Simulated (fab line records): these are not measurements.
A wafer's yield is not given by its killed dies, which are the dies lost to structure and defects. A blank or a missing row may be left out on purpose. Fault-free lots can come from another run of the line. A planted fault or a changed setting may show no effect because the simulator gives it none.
Comparing a struck lot with a sound one | flow sky130 | 36 steps out of a route of 708
Sound: the wafers L118.2, L118.4, L118.6. The struck wafers were L107.2, L107.3, L107.5. Last of all comes the cause.
For every step that has rows: the tool of each side, followed by ch and its chambers, followed by its first start. Under that, the readings that differ: sound wafers | struck wafers | difference of the means | sigmas: that difference in standard deviations of wafers without a fault.
alike: words and numbers the same on both sides, and readings whose means are apart by under 2 such deviations; not compared: readings that were withheld, readings missing a value for some wafer, numbers with overlapping values and no deviation given by the record, and bounds like >300 which may hide the same value.
A row with sigmas, a row that says differs or no value, or rows on one side alone: a step with any of these is where the two part. Numbers that have no deviation but don't overlap get no sigmas and don't part them. A reading missing from all wafers of one side parts the sides only when that side holds two or more wafers.

first, 10 steps without rows for these wafers: SKY_DNWELL_DEVELOP_06 (develop time 60 s); SKY_DNWELL_IMPLANT_07; SKY_DNWELL_STRIP_08 (strips in O2/N2); SKY_PWDE_DEHYDRATE_00 (time 60 s); SKY_PWDE_HMDS_01 (prime time 60 s); SKY_PWDE_COAT_02 (resist thk 3000 nm); SKY_PWDE_SOFTBAKE_03; SKY_PWDE_EXPOSE_04 (exposes mask PWDEM, target cd 840 nm); SKY_PWDE_PEB_05; SKY_PWDE_DEVELOP_06 (develop time 60 s).
SKY_PWDE_IMPLANT_08:
  sound on implanter-03 ch 0, day 7 23:05; struck on implanter-04 ch 0, day 5 10:02
reading     | sound                       | struck                       | difference | sigmas
doseIonsCm2 | 3.596e+12 3.593e+12 3.6e+12 | 3.478e+12 3.475e+12 3.48e+12 | -1.187e+11 | -29
  alike: endStationPressureTorr
then, 23 steps without rows for these wafers: SKY_PWDE_STRIP_09 (strips in O2/N2); SKY_NWELL_DEHYDRATE_03 (time 60 s); SKY_NWELL_HMDS_04 (prime time 60 s); SKY_NWELL_COAT_05 (resist thk 3000 nm); SKY_NWELL_SOFTBAKE_06; SKY_NWELL_EXPOSE_07 (exposes mask NWM, target cd 840 nm); SKY_NWELL_PEB_08; SKY_NWELL_DEVELOP_09 (develop time 60 s); SKY_NWELL_IMPLANT_11; SKY_NWELL_IMPLANT_12; SKY_NWELL_IMPLANT_13; SKY_NWELL_STRIP_14 (strips in O2/N2); SKY_NWELL_DEHYDRATE_16 (time 60 s); SKY_NWELL_HMDS_17 (prime time 60 s); SKY_NWELL_COAT_18 (resist thk 3000 nm); SKY_NWELL_SOFTBAKE_19; SKY_NWELL_EXPOSE_20 (exposes mask NWM COMPLEMENT, target cd 840 nm); SKY_NWELL_PEB_21; SKY_NWELL_DEVELOP_22 (develop time 60 s); SKY_NWELL_IMPLANT_24; SKY_NWELL_STRIP_25 (strips in O2/N2); SKY_NWELL_CLEAN_27 (cleans in SC1/SC2, time 150 s); SKY_NWELL_RTA_28 (time 30 s).
SKY_NWELL_RS_MEAS_31: measures by four-point-probe.
  struck on filmMetro-02, day 7 00:29; sound on filmMetro-04, day 9 17:31
reading          | sound          | struck         | difference | sigmas
PWDE_RS (ohm/sq) | 5255 5271 5254 | 5427 5444 5456 | +182       | +12
-- the record jumps here: 42 days lie between the struck wafers' starts before and after (it left off in module NWELL and takes up again in module PAD_OPEN, whose first step shown is number 708 of the route) --
SKY_PAD_OPEN_PROBE_99:
  struck on prober-01, day 49 00:40; sound on prober-02, day 49 17:57
reading                              | sound          | struck         | difference | sigmas
model.etest.resPwdeUnderGate.rsOhmSq | 6095 6135 6087 | 6420 6386 6404 | +298       | 
  alike: killed_at_M0_to_M3, killed_at_M4_up, killedAtContacts, killedAtFrontEnd, killedAtOther, killedDies, killedOpen, killedShort

== WHERE THEY PART ==
At SKY_PWDE_IMPLANT_08 first; at SKY_NWELL_RS_MEAS_31 last (within this record only). Later steps at which nothing parts them and some readings are alike: SKY_PAD_OPEN_PROBE_99.

WHY: what the simulator had put in
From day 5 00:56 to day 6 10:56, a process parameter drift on implanter-04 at SKY_PWDE_IMPLANT_08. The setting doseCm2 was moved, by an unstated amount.
